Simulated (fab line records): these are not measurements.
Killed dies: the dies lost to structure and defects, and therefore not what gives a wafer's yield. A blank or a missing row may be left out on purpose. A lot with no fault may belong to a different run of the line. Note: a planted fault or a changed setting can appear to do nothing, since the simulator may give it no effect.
fab line records	flow sfqLine
record: lots: 15	wafers: 45	lastDay: 77
route steps=325 shown L0V@26 M0@38 M1@67 M2@90
lots that met no fault: from a run of the same line without faults
startH: start of the lot's first displayed wafer, in hours after the record's first day	waitH: time in hours since the lot's previous step	" as in the row above	L1.1+2: a row that stands for several wafers	- value missing, or start not given	* or withheld: withheld	< > ~ a bound
route shown NAME@n: names a module that has steps shown in the file, with the first one's number in the route	usual: mean/standard deviation of fault-free wafers	same: alike in all rows	chamber/n: place in a boat	sites: the reading at each site	_std_site: how widely they spread, as a standard deviation	_edge_site: the outer-site mean with the inner-site mean subtracted	radiusMm: how far each site lies from the wafer's centre	mask NAME#n: copy n	behind: the last tool/chamber to shape the wafer	hold: reason for holding the lot/hours on hold/outcome of the hold	device: which transistor (n, p or np) failed to switch	end of line: tests of these same wafers at the route's end	step lacking rows: just its recipe	killed: count of dies lost to structure and defects at first sort (not the wafer's yield)	map: the dies of a wafer, with x for killed, . for not killed, _ for no die there
set.NAME: the run value of the setting; set.NAME@STEP: its run value at that earlier step	model.NAME: the simulator's own value behind a step, which no gauge read
a sample of lots followed through the steps of the route, with each step as a table and each wafer as a row
services: when a tool's chamber went out of use (startH, in hours from the record's first day, below 0 if earlier), for how many hours, and the reason
== steps ==
step: SFQ_TRILAYER_L0_VIA_STRIP_STRIP_017
recipe: gas: O2	powerW: 200	platenTempC: 40	overashFraction: 0.65	chemistry: O2	pressureMtorr: 50
usual: drypumpMotorCurrentA: 5.5/0.42	oesProductAu: 1.007/0.0083
same: overashFraction: 0.65
lot.wafer	tool	chamber	startH	waitH	drypumpMotorCurrentA	oesProductAu	rfHoursCounterH
L993.2	rieMetal-03	0	112.16	-	5.1	1.010	104
L993.4	"	1	"	"	5.3	0.996	-
L993.6	"	0	"	"	5.1	1.005	-
L994.1	rieMetal-01	0	118.05	-	5.0	1.003	12
L994.3	"	0	"	"	5.0	1.004	-
L994.6	"	0	"	"	5.0	0.998	-
L995.1	rieMetal-01	0	122.96	-	5.0	1.004	14
L995.2	"	0	"	"	5.0	1.008	-
L995.6	"	0	"	"	5.0	1.008	-
L997.1	rieMetal-03	1	130.16	-	5.3	0.989	97
L997.2	"	0	"	"	5.1	1.011	107
L997.3	"	1	"	"	5.3	0.995	-
L998.2	rieMetal-04	0	137.40	-	6.0	1.016	108
L998.3	"	1	"	"	5.8	0.995	-
L998.5	"	0	"	"	6.0	1.011	-
L101.1	rieMetal-03	0	163.10	-	5.1	1.012	112
L101.3	"	0	"	"	5.1	1.017	-
L101.6	"	0	"	"	5.1	1.009	-
L103.1	rieMetal-03	0	172.70	-	5.1	1.003	113
L103.2	"	1	"	"	5.3	1.011	104
L103.6	"	1	"	"	5.3	1.007	-
L104.2	rieMetal-04	0	180.10	-	6.0	1.005	-
L104.5	"	0	"	"	6.0	0.992	-
L104.6	"	0	"	"	6.0	1.005	-
L105.2	rieMetal-03	1	185.90	-	5.3	0.998	106
L105.4	"	0	"	"	5.1	1.010	-
L105.6	"	1	"	"	5.3	1.001	-
L106.1	rieMetal-03	0	190.70	-	5.1	1.027	117
L106.5	"	1	"	"	5.3	1.010	-
L106.6	"	0	"	"	5.1	1.019	-
L109.3	rieMetal-04	0	209.10	-	6.0	1.009	-
L109.5	"	0	"	"	6.0	1.016	-
L109.6	"	0	"	"	6.0	1.002	-
L112.2	rieMetal-03	0	225.50	-	5.1	1.008	124
L112.3	"	1	"	"	5.3	1.006	-
L112.5	"	0	"	"	5.1	1.016	-
L113.1	rieMetal-03	0	231.50	-	5.1	1.011	125
L113.4	"	0	"	"	5.1	1.000	-
L113.5	"	0	"	"	5.1	1.019	-
L114.4	rieMetal-01	0	238.90	-	5.0	1.012	-
L114.5	"	1	"	"	5.9	1.010	-
L114.6	"	0	"	"	5.0	1.008	-
L115.2	rieMetal-01	0	245.90	-	5.0	1.011	39
L115.5	"	0	"	"	5.0	1.021	-
L115.6	"	1	"	"	5.9	1.006	-
step: SFQ_M0_OVL_MEAS_906
usual: M0_OVL: -3/4.8
lot.wafer	tool	chamber	startH	waitH	M0_OVL[nm]
L993.2	overlay-02	-	166.21	0.1	-3
L993.4	"	-	"	"	-10
L993.6	"	-	"	"	-3
L994.1	overlay-02	-	172.20	0.1	-14
L994.3	"	-	"	"	-11
L994.6	"	-	"	"	-8
L995.1	overlay-02	-	177.00	0.1	-4
L995.2	"	-	"	"	-3
L995.6	"	-	"	"	-4
L997.1	overlay-01	-	183.00	0.1	-6
L997.2	"	-	"	"	-1
L997.3	"	-	"	"	-3
L998.2	overlay-01	-	191.41	0.1	-7
L998.3	"	-	"	"	-10
L998.5	"	-	"	"	-8
L101.1	overlay-01	-	220.20	0.1	6
L101.3	"	-	"	"	5
L101.6	"	-	"	"	4
L103.1	overlay-01	-	232.20	0.1	4
L103.2	"	-	"	"	-7
L103.6	"	-	"	"	-1
L104.2	overlay-02	-	238.21	0.1	0
L104.5	"	-	"	"	-9
L104.6	"	-	"	"	-1
L105.2	overlay-02	-	246.16	0.1	-11
L105.4	"	-	"	"	-8
L105.6	"	-	"	"	-2
L106.1	overlay-01	-	249.75	0.1	6
L106.5	"	-	"	"	6
L106.6	"	-	"	"	3
L109.3	overlay-02	-	272.46	0.1	-4
L109.5	"	-	"	"	-3
L109.6	"	-	"	"	-4
L112.2	overlay-01	-	292.81	0.1	-7
L112.3	"	-	"	"	-1
L112.5	"	-	"	"	3
L113.1	overlay-02	-	296.41	0.1	-3
L113.4	"	-	"	"	-4
L113.5	"	-	"	"	-7
L114.4	overlay-01	-	304.82	0.1	2
L114.5	"	-	"	"	-4
L114.6	"	-	"	"	-1
L115.2	overlay-01	-	312.01	0.1	0
L115.5	"	-	"	"	4
L115.6	"	-	"	"	8
step: SFQ_TRILAYER_M1_LITHO_DEVELOP_041
recipe: timeS: 60	resist: KrF
usual: chillPlateTempC: 23.02/0.096	exhaustPa: 45.1/1
lot.wafer	tool	chamber	startH	waitH	chillPlateTempC	exhaustPa
L993.2	lithoTrack-01	0	299.88	0.1	23.09	46.8
L993.4	"	0	"	"	22.98	47.0
L993.6	"	0	"	"	22.84	46.0
L994.1	lithoTrack-01	0	302.26	0.1	22.98	43.4
L994.3	"	0	"	"	22.92	44.4
L994.6	"	0	"	"	23.01	43.6
L995.1	lithoTrack-01	0	305.86	0.1	23.05	47.1
L995.2	"	0	"	"	22.91	45.4
L995.6	"	0	"	"	23.06	46.0
L997.1	lithoTrack-01	0	315.46	0.1	22.94	44.3
L997.2	"	0	"	"	23.05	44.8
L997.3	"	0	"	"	23.07	44.9
L998.2	lithoTrack-01	0	326.28	0.1	22.98	45.4
L998.3	"	0	"	"	23.04	42.2
L998.5	"	0	"	"	22.90	44.2
L101.1	lithoTrack-03	0	353.86	0.1	22.94	46.6
L101.3	"	0	"	"	22.94	44.9
L101.6	"	0	"	"	22.78	45.9
L103.1	lithoTrack-02	0	374.26	0.1	22.98	44.8
L103.2	"	0	"	"	22.98	45.9
L103.6	"	0	"	"	22.77	45.9
L104.2	lithoTrack-03	-	377.88	0.1	-	-
L104.5	"	-	"	"	-	-
L104.6	"	-	"	"	-	-
L105.2	lithoTrack-03	-	388.68	0.1	-	-
L105.4	"	-	"	"	-	-
L105.6	"	-	"	"	-	-
L106.1	lithoTrack-01	-	397.06	0.1	-	-
L106.5	"	-	"	"	-	-
L106.6	"	-	"	"	-	-
L109.3	lithoTrack-03	0	414.66	0.1	22.97	45.4
L109.5	"	0	"	"	22.99	44.3
L109.6	"	0	"	"	23.09	44.6
L112.2	lithoTrack-03	0	431.43	0.1	22.84	44.6
L112.3	"	0	"	"	23.00	45.6
L112.5	"	0	"	"	22.97	44.3
L113.1	lithoTrack-02	0	434.81	0.1	22.92	46.1
L113.4	"	0	"	"	23.00	46.8
L113.5	"	0	"	"	23.00	45.9
L114.4	lithoTrack-01	0	444.58	0.1	23.15	46.5
L114.5	"	0	"	"	23.20	44.7
L114.6	"	0	"	"	23.08	47.2
L115.2	lithoTrack-03	0	445.73	0.1	22.92	45.3
L115.5	"	0	"	"	22.94	44.7
L115.6	"	0	"	"	22.86	46.3
step: SFQ_M2_RS_MEAS_914
recipe: thkMeasGauge: four-point-probe	reads: Nb_of_TRILAYER_M2_DEP_SPUTTER_055
usual: M2_NB_RS: 0.890/0.01
lot.wafer	tool	chamber	startH	waitH	M2_NB_RS[ohm/sq]
L993.2	filmMetro-04	-	410.51	0.1	0.886
L993.4	"	-	"	"	0.871
L993.6	"	-	"	"	0.871
L994.1	filmMetro-01	-	412.81	0.0	0.874
L994.3	"	-	"	"	0.879
L994.6	"	-	"	"	0.887
L995.1	filmMetro-01	-	416.43	0.0	0.883
L995.2	"	-	"	"	0.896
L995.6	"	-	"	"	0.876
L997.1	filmMetro-03	-	429.63	0.0	0.885
L997.2	"	-	"	"	0.871
L997.3	"	-	"	"	0.867
L998.2	filmMetro-03	-	439.23	0.1	0.869
L998.3	"	-	"	"	0.888
L998.5	"	-	"	"	0.890
L101.1	filmMetro-01	-	478.69	0.0	0.920
L101.3	"	-	"	"	0.897
L101.6	"	-	"	"	0.903
L103.1	filmMetro-03	-	505.59	0.0	0.890
L103.2	"	-	"	"	0.904
L103.6	"	-	"	"	0.905
L104.2	filmMetro-03	-	510.42	0.1	0.891
L104.5	"	-	"	"	0.885
L104.6	"	-	"	"	0.875
L105.2	filmMetro-03	-	518.81	0.1	0.887
L105.4	"	-	"	"	0.896
L105.6	"	-	"	"	0.884
L106.1	filmMetro-01	-	527.19	0.0	0.885
L106.5	"	-	"	"	0.894
L106.6	"	-	"	"	0.883
L109.3	filmMetro-04	-	542.83	0.1	0.905
L109.5	"	-	"	"	0.899
L109.6	"	-	"	"	0.903
L112.2	filmMetro-04	-	562.01	0.1	0.890
L112.3	"	-	"	"	0.881
L112.5	"	-	"	"	0.888
L113.1	filmMetro-04	-	565.59	0.0	0.898
L113.4	"	-	"	"	0.904
L113.5	"	-	"	"	0.906
L114.4	filmMetro-04	-	574.06	0.1	0.887
L114.5	"	-	"	"	0.885
L114.6	"	-	"	"	0.889
L115.2	filmMetro-03	-	576.42	0.1	0.896
L115.5	"	-	"	"	0.893
L115.6	"	-	"	"	0.885
== services ==
tool	chamber	startH	hours	kind
rieMetal-01	1	118.01	-	clean
rieMetal-01	1	118.01	12.7	scheduledDown
rieMetal-01	1	118.01	12.7	ventCycle
rieMetal-04	1	142.19	118.9	repair
rieMetal-03	-	144.03	2.8	pm
rieMetal-04	-	196.31	0.7	repair
rieMetal-03	1	248.16	3.8	repair
rieMetal-01	-	249.43	1.4	repair
rieMetal-01	-	298.66	1.4	pm
rieMetal-03	0	354.18	1.6	repair
rieMetal-01	0	368.78	20.3	repair
rieMetal-01	-	374.90	0.7	repair
rieMetal-04	-	375.99	2.8	pm
== key ==
firstSign: step: SFQ_TRILAYER_M1_LITHO_DEVELOP_041	reading: toolRecord	direction: missing
effect none on later readings
metAt SFQ_TRILAYER_M1_LITHO_DEVELOP_041
struckLots L104,L105,L106
notActingAt SFQ_TRILAYER_L0_VIA_STRIP_STRIP_017,SFQ_M0_OVL_MEAS_906,SFQ_M2_RS_MEAS_914
onsetBetween 353.86 377.88
fault: kind: skippedStepWhole	tool: lithoTrack-01,lithoTrack-03	chamber: -	onsetH: 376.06	steps: SFQ_TRILAYER_M1_LITHO_DEVELOP_041	scope: struckLotsOnly
